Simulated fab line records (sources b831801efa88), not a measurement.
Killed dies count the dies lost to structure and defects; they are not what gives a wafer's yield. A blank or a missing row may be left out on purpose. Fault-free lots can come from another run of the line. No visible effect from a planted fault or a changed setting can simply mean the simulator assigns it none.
Which tool is to blame? || flow gf180mcu || 12 lots, 36 wafers sampled, at 6 steps of a route of 602

== WHAT THE GAUGES SHOWED, per wafer ==
GF_NSD_TW_MEAS_12. Usual: NSD_TW 4258, standard deviation 21.
{"lot": "L269", "measured": "day 14 04:03", "on": "film-metro-04", "NSD_TW": "4245 4234 4259", "flag": ""}
{"lot": "L271", "measured": "day 14 11:38", "on": "film-metro-01", "NSD_TW": "4247 4274 4277", "flag": ""}
{"lot": "L273", "measured": "day 15 01:14", "on": "film-metro-01", "NSD_TW": "4260 4279 4269", "flag": ""}
{"lot": "L274", "measured": "day 15 07:20", "on": "film-metro-01", "NSD_TW": "4290 4244 4263", "flag": ""}
{"lot": "L275", "measured": "day 15 20:27", "on": "film-metro-01", "NSD_TW": "4269 4277 4265", "flag": ""}
{"lot": "L276", "measured": "day 16 02:16", "on": "film-metro-03", "NSD_TW": "4284 4264 4250", "flag": ""}
{"lot": "L277", "measured": "day 16 08:37", "on": "film-metro-03", "NSD_TW": "4275 4274 4291", "flag": ""}
{"lot": "L278", "measured": "day 16 17:42", "on": "film-metro-04", "NSD_TW": "4250 4260 4217", "flag": ""}
{"lot": "L280", "measured": "day 17 12:10", "on": "film-metro-04", "NSD_TW": "4208 4228 4213", "flag": ""}
{"lot": "L284", "measured": "day 18 18:27", "on": "film-metro-03", "NSD_TW": "4282 4273 4276", "flag": ""}
{"lot": "L288", "measured": "day 20 09:49", "on": "film-metro-04", "NSD_TW": "4209 4245 4258", "flag": ""}
{"lot": "L290", "measured": "day 20 17:34", "on": "film-metro-04", "NSD_TW": "4257 4264 4253", "flag": ""}

GF_SAB_CD_MEAS_09: the cd target is 420 nm. Usual: cd-nm at 419.7 nm, with a standard deviation of 2.2.
{"lot": "L269", "measured": "day 15 22:48", "on": "cd-sem-02", "cd-nm (nm)": "418.8 417.3 418.2", "flag": ""}
{"lot": "L271", "measured": "day 16 07:44", "on": "cd-sem-02", "cd-nm (nm)": "419.6 421.8 419.9", "flag": ""}
{"lot": "L273", "measured": "day 16 21:27", "on": "cd-sem-02", "cd-nm (nm)": "419.3 418.9 417.1", "flag": ""}
{"lot": "L274", "measured": "day 17 03:05", "on": "cd-sem-01", "cd-nm (nm)": "422.8 422.9 424.2", "flag": ""}
{"lot": "L275", "measured": "day 17 18:23", "on": "cd-sem-01", "cd-nm (nm)": "416.5 417.3 416.4", "flag": ""}
{"lot": "L276", "measured": "day 18 00:41", "on": "cd-sem-01", "cd-nm (nm)": "415.2 416.8 414.7", "flag": ""}
{"lot": "L277", "measured": "day 18 07:59", "on": "cd-sem-02", "cd-nm (nm)": "422.9 422.8 422.6", "flag": ""}
{"lot": "L278", "measured": "day 18 15:59", "on": "cd-sem-01", "cd-nm (nm)": "419.9 418.2 420.5", "flag": ""}
{"lot": "L280", "measured": "day 19 12:17", "on": "cd-sem-02", "cd-nm (nm)": "421.0 421.3 424.0", "flag": ""}
{"lot": "L284", "measured": "day 20 19:41", "on": "cd-sem-01", "cd-nm (nm)": "419.3 417.9 416.3", "flag": ""}
{"lot": "L288", "measured": "day 22 09:28", "on": "cd-sem-01", "cd-nm (nm)": "412.4 414.5 413.3", "flag": ""}
{"lot": "L290", "measured": "day 22 16:16", "on": "cd-sem-01", "cd-nm (nm)": "415.6 414.8 414.3", "flag": ""}

GF_SALICIDE_THK_MEAS_05: measures by xrf. Usual: SALICIDE_TIN_THK 20.22 nm, standard deviation 0.28.
{"lot": "L269", "measured": "day 15 23:31", "on": "film-metro-02", "SALICIDE_TIN_THK (nm)": "20.04 19.94 19.87", "flag": ""}
{"lot": "L271", "measured": "day 16 08:23", "on": "film-metro-04", "SALICIDE_TIN_THK (nm)": "19.89 19.83 19.85", "flag": ""}
{"lot": "L273", "measured": "day 16 22:07", "on": "film-metro-03", "SALICIDE_TIN_THK (nm)": "20.43 20.59 20.59", "flag": ""}
{"lot": "L274", "measured": "day 17 03:46", "on": "film-metro-04", "SALICIDE_TIN_THK (nm)": "20.35 20.37 20.43", "flag": ""}
{"lot": "L275", "measured": "day 17 19:03", "on": "film-metro-03", "SALICIDE_TIN_THK (nm)": "20.13 20.16 20.31", "flag": ""}
{"lot": "L276", "measured": "day 18 01:22", "on": "film-metro-04", "SALICIDE_TIN_THK (nm)": "20.43 20.46 20.49", "flag": ""}
{"lot": "L277", "measured": "day 18 08:38", "on": "film-metro-02", "SALICIDE_TIN_THK (nm)": "20.40 20.36 20.25", "flag": ""}
{"lot": "L278", "measured": "day 18 16:40", "on": "film-metro-04", "SALICIDE_TIN_THK (nm)": "20.31 20.46 20.40", "flag": ""}
{"lot": "L280", "measured": "day 19 12:56", "on": "film-metro-02", "SALICIDE_TIN_THK (nm)": "20.09 20.02 19.92", "flag": ""}
{"lot": "L284", "measured": "day 20 20:21", "on": "film-metro-04", "SALICIDE_TIN_THK (nm)": "20.53 20.33 20.52", "flag": ""}
{"lot": "L288", "measured": "day 22 10:08", "on": "film-metro-02", "SALICIDE_TIN_THK (nm)": "19.98 20.13 20.01", "flag": ""}
{"lot": "L290", "measured": "day 22 16:56", "on": "film-metro-03", "SALICIDE_TIN_THK (nm)": "20.04 19.93 20.05", "flag": ""}

== TOOL THAT RAN EACH LOT (tool first, then ch and the chambers of the sampled wafers, then the start) ==
{"lot": "L269", "GF_NSD_STRIP_11": "plasma-asher-04 ch 0,1, day 14 03:58", "GF_SAB_COAT_04": "litho-track-04 ch 0, day 15 12:23", "GF_SAB_STRIP_13": "plasma-asher-01 ch 0,1, day 15 23:07"}
{"lot": "L271", "GF_NSD_STRIP_11": "plasma-asher-04 ch 0, day 14 11:31", "GF_SAB_COAT_04": "litho-track-03 ch 0, day 15 20:23", "GF_SAB_STRIP_13": "plasma-asher-04 ch 0,1, day 16 08:01"}
{"lot": "L273", "GF_NSD_STRIP_11": "plasma-asher-02 ch 0,1, day 15 01:07", "GF_SAB_COAT_04": "litho-track-02 ch 0, day 16 09:50", "GF_SAB_STRIP_13": "plasma-asher-04 ch 0,1, day 16 21:44"}
{"lot": "L274", "GF_NSD_STRIP_11": "plasma-asher-04 ch 0,1, day 15 07:13", "GF_SAB_COAT_04": "litho-track-03 ch 0, day 16 15:50", "GF_SAB_STRIP_13": "plasma-asher-01 ch 0,1, day 17 03:23"}
{"lot": "L275", "GF_NSD_STRIP_11": "plasma-asher-01 ch 0,1, day 15 20:21", "GF_SAB_COAT_04": "litho-track-04 ch 0, day 17 06:23", "GF_SAB_STRIP_13": "plasma-asher-03 ch 0,1, day 17 18:41"}
{"lot": "L276", "GF_NSD_STRIP_11": "plasma-asher-04 ch 0,1, day 16 02:10", "GF_SAB_COAT_04": "litho-track-04 ch 0, day 17 12:32", "GF_SAB_STRIP_13": "plasma-asher-04 ch 0,1, day 18 00:59"}
{"lot": "L277", "GF_NSD_STRIP_11": "plasma-asher-04 ch 0,1, day 16 08:30", "GF_SAB_COAT_04": "litho-track-02 ch 0, day 17 19:53", "GF_SAB_STRIP_13": "plasma-asher-03 ch 0,1, day 18 08:16"}
{"lot": "L278", "GF_NSD_STRIP_11": "plasma-asher-04 ch 0,1, day 16 17:36", "GF_SAB_COAT_04": "litho-track-04 ch 0, day 18 04:23", "GF_SAB_STRIP_13": "plasma-asher-01 ch 0,1, day 18 16:18"}
{"lot": "L280", "GF_NSD_STRIP_11": "plasma-asher-02 ch 0,1, day 17 12:04", "GF_SAB_COAT_04": "litho-track-03 ch 0, day 19 00:31", "GF_SAB_STRIP_13": "plasma-asher-04 ch 0,1, day 19 12:35"}
{"lot": "L284", "GF_NSD_STRIP_11": "plasma-asher-04 ch 0,1, day 18 18:21", "GF_SAB_COAT_04": "litho-track-04 ch 0, day 20 07:35", "GF_SAB_STRIP_13": "plasma-asher-04 ch 0,1, day 20 19:59"}
{"lot": "L288", "GF_NSD_STRIP_11": "plasma-asher-01 ch 0, day 20 09:43", "GF_SAB_COAT_04": "litho-track-03 ch 0, day 21 22:04", "GF_SAB_STRIP_13": "plasma-asher-04 ch 0, day 22 09:46"}
{"lot": "L290", "GF_NSD_STRIP_11": "plasma-asher-01 ch 0,1, day 20 17:28", "GF_SAB_COAT_04": "litho-track-03 ch 0, day 22 05:34", "GF_SAB_STRIP_13": "plasma-asher-03 ch 0,1, day 22 16:34"}
- GF_NSD_STRIP_11: strips in O2/N2.
- GF_SAB_COAT_04: resist thk 1000 nm.
- GF_SAB_STRIP_13: strips in O2/N2.

== AS READ BY THE TOOLS THEMSELVES (means over the sampled wafers that have a number; for cases with no such wafer, the mark the record gives instead) ==
GF_NSD_STRIP_11. Usual: drypump-motor-current-A 5.7 A, standard deviation 0.51; heater-power-w 341 W, standard deviation 57; oes-product-au 0.486 a.u., standard deviation 0.0049; strip-time-to-endpoint-s 22.95 s, standard deviation 0.04.
{"lot": "L269", "tool": "plasma-asher-04", "drypump-motor-current-A (A)": 5.4, "heater-power-w (W)": 316, "oes-product-au (a.u.)": 0.485, "strip-time-to-endpoint-s (s)": 22.97, "flag": ""}
{"lot": "L271", "tool": "plasma-asher-04", "drypump-motor-current-A (A)": 6.5, "heater-power-w (W)": 305, "oes-product-au (a.u.)": 0.485, "strip-time-to-endpoint-s (s)": 22.97, "flag": ""}
{"lot": "L273", "tool": "plasma-asher-02", "drypump-motor-current-A (A)": 5.5, "heater-power-w (W)": 350, "oes-product-au (a.u.)": 0.486, "strip-time-to-endpoint-s (s)": 22.94, "flag": ""}
{"lot": "L274", "tool": "plasma-asher-04", "drypump-motor-current-A (A)": 6.0, "heater-power-w (W)": 313, "oes-product-au (a.u.)": 0.486, "strip-time-to-endpoint-s (s)": 22.96, "flag": ""}
{"lot": "L275", "tool": "plasma-asher-01", "drypump-motor-current-A (A)": 5.7, "heater-power-w (W)": 331, "oes-product-au (a.u.)": 0.484, "strip-time-to-endpoint-s (s)": 23.00, "flag": ""}
{"lot": "L276", "tool": "plasma-asher-04", "drypump-motor-current-A (A)": 5.4, "heater-power-w (W)": 317, "oes-product-au (a.u.)": 0.491, "strip-time-to-endpoint-s (s)": 22.97, "flag": ""}
{"lot": "L277", "tool": "plasma-asher-04", "drypump-motor-current-A (A)": 5.4, "heater-power-w (W)": 318, "oes-product-au (a.u.)": 0.485, "strip-time-to-endpoint-s (s)": 22.94, "flag": ""}
{"lot": "L278", "tool": "plasma-asher-04", "drypump-motor-current-A (A)": 6.0, "heater-power-w (W)": 311, "oes-product-au (a.u.)": 0.487, "strip-time-to-endpoint-s (s)": 22.92, "flag": ""}
{"lot": "L280", "tool": "plasma-asher-02", "drypump-motor-current-A (A)": 5.5, "heater-power-w (W)": 344, "oes-product-au (a.u.)": 0.483, "strip-time-to-endpoint-s (s)": 22.94, "flag": ""}
{"lot": "L284", "tool": "plasma-asher-04", "drypump-motor-current-A (A)": 6.0, "heater-power-w (W)": 312, "oes-product-au (a.u.)": 0.487, "strip-time-to-endpoint-s (s)": 22.99, "flag": ""}
{"lot": "L288", "tool": "plasma-asher-01", "drypump-motor-current-A (A)": 5.7, "heater-power-w (W)": 437, "oes-product-au (a.u.)": 0.482, "strip-time-to-endpoint-s (s)": 22.95, "flag": ""}
{"lot": "L290", "tool": "plasma-asher-01", "drypump-motor-current-A (A)": 5.7, "heater-power-w (W)": 328, "oes-product-au (a.u.)": 0.483, "strip-time-to-endpoint-s (s)": 22.99, "flag": ""}

GF_SAB_COAT_04. Usual: spin-speed-rpm at 2999.8 rpm, with a standard deviation of 1.8.
{"lot": "L269", "tool": "litho-track-04", "spin-speed-rpm (rpm)": 2998.8, "flag": ""}
{"lot": "L271", "tool": "litho-track-03", "spin-speed-rpm (rpm)": 3001.0, "flag": ""}
{"lot": "L273", "tool": "litho-track-02", "spin-speed-rpm (rpm)": 3001.4, "flag": ""}
{"lot": "L274", "tool": "litho-track-03", "spin-speed-rpm (rpm)": 2999.0, "flag": ""}
{"lot": "L275", "tool": "litho-track-04", "spin-speed-rpm (rpm)": 2997.9, "flag": ""}
{"lot": "L276", "tool": "litho-track-04", "spin-speed-rpm (rpm)": 3001.5, "flag": ""}
{"lot": "L277", "tool": "litho-track-02", "spin-speed-rpm (rpm)": 2999.0, "flag": ""}
{"lot": "L278", "tool": "litho-track-04", "spin-speed-rpm (rpm)": 2999.9, "flag": ""}
{"lot": "L280", "tool": "litho-track-03", "spin-speed-rpm (rpm)": 2998.2, "flag": ""}
{"lot": "L284", "tool": "litho-track-04", "spin-speed-rpm (rpm)": 2999.9, "flag": ""}
{"lot": "L288", "tool": "litho-track-03", "spin-speed-rpm (rpm)": 3318.8, "flag": "OFF"}
{"lot": "L290", "tool": "litho-track-03", "spin-speed-rpm (rpm)": 3318.3, "flag": "OFF"}

GF_SAB_STRIP_13. Usual: drypump-motor-current-A 5.5 A, standard deviation 0.64; heater-power-w 333 W, standard deviation 45; oes-product-au 0.709 a.u., standard deviation 0.0044; strip-time-to-endpoint-s 12.596 s, standard deviation 0.03.
{"lot": "L269", "tool": "plasma-asher-01", "drypump-motor-current-A (A)": 5.7, "heater-power-w (W)": 328, "oes-product-au (a.u.)": 0.707, "strip-time-to-endpoint-s (s)": 12.605, "flag": ""}
{"lot": "L271", "tool": "plasma-asher-04", "drypump-motor-current-A (A)": 5.4, "heater-power-w (W)": 313, "oes-product-au (a.u.)": 0.709, "strip-time-to-endpoint-s (s)": 12.606, "flag": ""}
{"lot": "L273", "tool": "plasma-asher-04", "drypump-motor-current-A (A)": 5.4, "heater-power-w (W)": 314, "oes-product-au (a.u.)": 0.708, "strip-time-to-endpoint-s (s)": 12.599, "flag": ""}
{"lot": "L274", "tool": "plasma-asher-01", "drypump-motor-current-A (A)": 5.7, "heater-power-w (W)": 386, "oes-product-au (a.u.)": 0.707, "strip-time-to-endpoint-s (s)": 12.589, "flag": ""}
{"lot": "L275", "tool": "plasma-asher-03", "drypump-motor-current-A (A)": 5.0, "heater-power-w (W)": 346, "oes-product-au (a.u.)": 0.711, "strip-time-to-endpoint-s (s)": 12.615, "flag": ""}
{"lot": "L276", "tool": "plasma-asher-04", "drypump-motor-current-A (A)": 5.4, "heater-power-w (W)": 316, "oes-product-au (a.u.)": 0.709, "strip-time-to-endpoint-s (s)": 12.606, "flag": ""}
{"lot": "L277", "tool": "plasma-asher-03", "drypump-motor-current-A (A)": 5.0, "heater-power-w (W)": 348, "oes-product-au (a.u.)": 0.710, "strip-time-to-endpoint-s (s)": 12.540, "flag": ""}
{"lot": "L278", "tool": "plasma-asher-01", "drypump-motor-current-A (A)": 5.7, "heater-power-w (W)": 339, "oes-product-au (a.u.)": 0.711, "strip-time-to-endpoint-s (s)": 12.611, "flag": ""}
{"lot": "L280", "tool": "plasma-asher-04", "drypump-motor-current-A (A)": 6.0, "heater-power-w (W)": 312, "oes-product-au (a.u.)": 0.706, "strip-time-to-endpoint-s (s)": 12.622, "flag": ""}
{"lot": "L284", "tool": "plasma-asher-04", "drypump-motor-current-A (A)": 5.4, "heater-power-w (W)": 318, "oes-product-au (a.u.)": 0.710, "strip-time-to-endpoint-s (s)": 12.579, "flag": ""}
{"lot": "L288", "tool": "plasma-asher-04", "drypump-motor-current-A (A)": 6.4, "heater-power-w (W)": 306, "oes-product-au (a.u.)": 0.710, "strip-time-to-endpoint-s (s)": 12.023, "flag": "OFF"}
{"lot": "L290", "tool": "plasma-asher-03", "drypump-motor-current-A (A)": 5.0, "heater-power-w (W)": 341, "oes-product-au (a.u.)": 0.708, "strip-time-to-endpoint-s (s)": 12.005, "flag": "OFF"}

== THE ANSWER, worked out from the rows above alone ==
Rule: a lot counts as off when the mean over its wafers that have a number is more than 3 standard deviations away from the usual mean. A lot without any number at a reading at which 4 lots or more have one is off too. Any other lot the step has rows for is counted as sound. After the gauges, taken in route order, come the tools' own readings; for these a lot's mean is taken, as printed above. At the first step where some lot is off, the reading lying furthest off is the one used; lots without a number count as furthest.
Off: L288, L290 (GF_SAB_COAT_04, spin-speed-rpm).
A tool fits if, at that step or a process step before it, it ran every lot that is off, and no sound lot after the first of them. 2 tools fit, plasma-asher-01 at GF_NSD_STRIP_11 and litho-track-03 at GF_SAB_COAT_04, so this cannot tell which one it is.

== WHAT THE SIMULATOR HAD PUT IN ==
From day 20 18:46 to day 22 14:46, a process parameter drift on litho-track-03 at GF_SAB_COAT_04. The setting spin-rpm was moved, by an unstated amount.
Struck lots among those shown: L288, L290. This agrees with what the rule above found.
